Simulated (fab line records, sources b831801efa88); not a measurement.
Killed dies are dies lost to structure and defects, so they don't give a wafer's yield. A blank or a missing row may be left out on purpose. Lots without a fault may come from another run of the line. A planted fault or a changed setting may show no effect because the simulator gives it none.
Code-filled problem report in 8D (eight disciplines) form | flow gf180mcu | the parts of the form that need people (team, actions taken, sign-off) are left out

== 1. WHAT IS WRONG ==
Across 6 wafers from 2 lots, MVSD_RS at GF_VT_IMPLANT_RS_MEAS_46 averages 443.7 ohm/sq, while fault-free wafers read 456.8 ohm/sq with a standard deviation of 1. That is -13 standard deviations from the usual mean.
The step: measures by four-point-probe.
First observed at day 11 19:42: wafer L785.1, on film metro-02. The record holds 42 wafers of 14 lots with a number at this step. By rule, "out" or "out of limits" means more than 4 standard deviations away from the usual mean. Any other wafer with a number is counted as sound.

== 2. WHAT IT IS AND WHAT IT IS NOT ==
question                    | is                           | is not
which readings at this step | MVSD_RS                      | -
which lots                  | L785, L786                   | L770, L774, L775, L776, L777, L778, L780, L788, L789, L790, L792, L793
which wafers of those lots  | all that have a number       | -
read on which gauges        | film metro-01, film metro-02 | film metro-04
when                        | from day 11 19:42            | up to then (21 sound wafers); but 15 sound wafers of L788, L789, L790, L792, L793 came after

== 3. WHAT RULES OUT EACH SUSPECT ==
Counting: a tool stays on the suspect list if, at a process step up to the reading, it processed all lots that are out and no sound lot following the first of them.
- the gauge at GF_VT_IMPLANT_RS_MEAS_46 is ruled out. Those wafers that are out were read across 2 gauges (film metro-01, film metro-02).
- implanter-02 at GF_MVSD_IMPLANT_09: kept. All lots that are out passed through it, beginning with L785 at day 8 02:52, and no sound lot followed; its final sound lot before that point was L775 at day 5 14:32. Out on those wafers are its own readings of dose ions cm2, faraday current uA.
After counting, what remains is implanter-02 at GF_MVSD_IMPLANT_09.

== 4. THE CAUSE (what the simulator had put in) ==
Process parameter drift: implanter-02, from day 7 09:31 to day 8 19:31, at GF_MVSD_IMPLANT_09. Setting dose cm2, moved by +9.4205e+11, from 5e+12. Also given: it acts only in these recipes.
Only this tool survived the counting.

== 5. THE EFFECT CHAIN, in route order ==
Rows list readings where the struck wafers' mean (over those with a number) sits beyond 3 standard deviations from the usual. Readings are gone through only where the record gives a usual standard deviation; hours: the median, over the lots, of the time from a lot's start at the first step in this table giving one to that lot's start at this step; sigmas: the change measured in usual standard deviations.
hours | step                     | reading            | usual        | on struck wafers | change | sigmas
0     | GF_MVSD_IMPLANT_09       | dose ions cm2      | 5e+12        | 6e+12            | +9e+11 | +99 or more
0     | GF_MVSD_IMPLANT_09       | faraday current uA | 28.2         | 33.5             | +5.3   | +9.5
89    | GF_VT_IMPLANT_RS_MEAS_46 | MVSD_RS            | 456.8 ohm/sq | 443.7            | -13.1  | -13
Process steps it contains:
- GF_MVSD_IMPLANT_09
Later measuring or inspecting steps at which every struck wafer that the step has a row for has a number for every such reading, and none has moved that far: GF_HV_LDD_TW_MEAS_38, GF_SAB_CD_MEAS_09, GF_SALICIDE_THK_MEAS_05.

== 6. WHAT WOULD HAVE CAUGHT IT SOONER ==
The first out-of-limits reading at a measuring or inspecting step in this record came at day 11 19:42, 106 hours after the fault's start at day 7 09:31.
The tool's own readings at GF_MVSD_IMPLANT_09 were out on every struck wafer that the step has a row for (dose ions cm2, faraday current uA): an alarm limit on them would have fired on the first of those.
All the lots that are out (2) had begun GF_MVSD_IMPLANT_09 on implanter-02 by day 11 19:42. A hold on the tool at that time would have spared none of them.
